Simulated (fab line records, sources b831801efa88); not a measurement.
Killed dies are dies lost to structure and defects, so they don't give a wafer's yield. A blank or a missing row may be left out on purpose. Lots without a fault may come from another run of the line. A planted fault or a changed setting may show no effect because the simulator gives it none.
Problem report in the 8D (eight disciplines) form, filled by code | flow gf180mcu | the parts of the form that need people (team, actions taken, sign-off) are left out

1. THE PROBLEM
run_length_s at GF_STI_ETCH_14 reads a mean of 137.2 s on 3 wafers of 3 lots; wafers without a fault read 131.3 s with a standard deviation of 0.48. That is +12 standard deviations from the usual mean.
The step: etches Si in HBr/Cl2/O2, target depth 360 nm, time 102.9 s.
First seen on wafer L694.3, day 4 05:23, on rie_si-02. The record holds 20 wafers of 7 lots with a number at this step. Rule for "out", or "out of limits": more than 4 standard deviations from the usual mean. The other wafers with a number count as sound.

2. WHAT IT IS AND WHAT IT IS NOT
question                    | is                     | is not
which readings at this step | run_length_s           | drypump_motor_current_A, oes_product_au, throttle_valve_pct
which lots                  | L694, L695, L696       | L685, L688, L702, L704
which wafers of those lots  | L694.3, L695.3, L696.3 | L694.5, L694.6, L695.1, L695.5, L696.6
read on which tools         | rie_si-02              | rie_si-01
when                        | from day 4 05:23       | up to then (8 sound wafers); but 9 sound wafers of L695, L696, L702, L704 came after

3. SUSPECTS, AND WHAT RULES EACH OUT
Counting: a tool at a process step up to the reading stays a suspect if it ran every lot that is out. Sound lots after the first of them don't rule it out here, since some wafers of a struck lot are sound.
- rie_si-02 at GF_STI_ETCH_14 (etches Si in HBr/Cl2/O2, target depth 360 nm, time 102.9 s): kept. It ran every lot that is out, first L694 (day 4 05:23); its last sound lot up to then is L688 (day 2 21:58). Its own readings are out on those wafers: run_length_s.
Left after counting: rie_si-02 at GF_STI_ETCH_14.

4. THE CAUSE (what the simulator had put in)
Process parameter drift: rie_si-02, from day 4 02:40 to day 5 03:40, at GF_STI_ETCH_14. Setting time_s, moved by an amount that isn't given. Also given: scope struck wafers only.
Counting left only this tool.

5. THE CHAIN OF EFFECTS, in route order
Each row: a reading whose mean over the struck wafers that have a number lies more than 3 standard deviations from the usual. Only readings for which the record gives a usual standard deviation are gone through. hours: the time from each lot's start at the first step in this table that gives one to its start at this step, as a median over the lots. sigmas: the change in usual standard deviations.
hours | step           | reading      | usual   | on struck wafers | change | sigmas
0     | GF_STI_ETCH_14 | run_length_s | 131.3 s | 137.2            | +5.9   | +12
The process steps in it:
- GF_STI_ETCH_14: etches Si in HBr/Cl2/O2, target depth 360 nm, time 102.9 s.

6. WHAT WOULD HAVE CAUGHT IT SOONER
In this record the first reading out of limits was taken at day 4 05:23, 3 hours after the fault began at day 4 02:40.
